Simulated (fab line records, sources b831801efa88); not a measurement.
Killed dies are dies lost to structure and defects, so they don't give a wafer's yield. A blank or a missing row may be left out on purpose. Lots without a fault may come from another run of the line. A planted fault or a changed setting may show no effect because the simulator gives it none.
Which tool did it? | flow gf180mcu | 11 lots, 33 wafers sampled, at 2 steps of a route of 602

WHAT THE GAUGES READ, wafer by wafer
GF_MIM_RS_MEAS_10: measures by four-point-probe.
lot  | measured     | on            | MIM_ALCU_RS (ohm/sq)
L480 | day 24 13:52 | film_metro-01 | 0.1606 0.1610 0.1610
L483 | day 25 18:36 | film_metro-01 | 0.1624 0.1609 0.1611
L484 | day 26 03:54 | film_metro-03 | 0.1583 0.1617 0.1588
L489 | day 27 20:53 | film_metro-03 | 0.1623 0.1909 0.1622
L490 | day 28 06:31 | film_metro-01 | 0.1591 0.1878 0.1627
L491 | day 28 15:10 | film_metro-03 | 0.1618 0.1640 0.1889
L497 | day 30 06:34 | film_metro-03 | 0.1585 0.1611 0.1570
L498 | day 30 09:47 | film_metro-03 | 0.1591 0.1596 0.1604
L499 | day 30 18:22 | film_metro-04 | 0.1628 0.1629 0.1638
L501 | day 31 04:03 | film_metro-03 | 0.1619 0.1582 0.1583
L502 | day 31 11:26 | film_metro-03 | 0.1622 0.1615 0.1619

WHICH TOOL RAN EACH LOT (tool, then ch and the chambers of the sampled wafers, then the start)
lot  | GF_MIM_SPUTTER_08
L480 | pvd_sputter-03, day 24 13:49
L483 | pvd_sputter-02, day 25 18:32
L484 | pvd_sputter-04, day 26 03:50
L489 | pvd_sputter-02, day 27 20:50
L490 | pvd_sputter-02, day 28 06:28
L491 | pvd_sputter-02, day 28 15:07
L497 | pvd_sputter-04, day 30 06:31
L498 | pvd_sputter-03, day 30 09:43
L499 | pvd_sputter-04, day 30 18:19
L501 | pvd_sputter-04, day 31 04:00
L502 | pvd_sputter-02, day 31 11:23
- GF_MIM_SPUTTER_08: material AlCu, target thk 200 nm, time 10.6 s.

THE ANSWER, worked out from the rows above alone
Rule: what is usual is taken from the lots themselves. Put in order of their means at a reading, lots are off if they are a third of the lots or fewer, leave a main group of 4 or more, and stand apart from it by a gap of 3 or more times the standard deviation of the main group's means; of several such gaps the widest counts. A main group whose means are all the same, to the digits that the tables above print for the reading, isn't used. A lot without any number at a reading at which 4 lots or more have one is off too. The other lots that the step has rows for count as sound.
Off: L489, L490, L491, at GF_MIM_RS_MEAS_10 (MIM_ALCU_RS). The main group: mean 0.1606 ohm/sq, standard deviation 0.0014.
A tool fits if, at a process step before that reading, it ran every lot that is off, and no sound lot after the first of them. The gauges at GF_MIM_RS_MEAS_10 are tried like those tools. None of those tried fits.

WHAT THE SIMULATOR HAD PUT IN
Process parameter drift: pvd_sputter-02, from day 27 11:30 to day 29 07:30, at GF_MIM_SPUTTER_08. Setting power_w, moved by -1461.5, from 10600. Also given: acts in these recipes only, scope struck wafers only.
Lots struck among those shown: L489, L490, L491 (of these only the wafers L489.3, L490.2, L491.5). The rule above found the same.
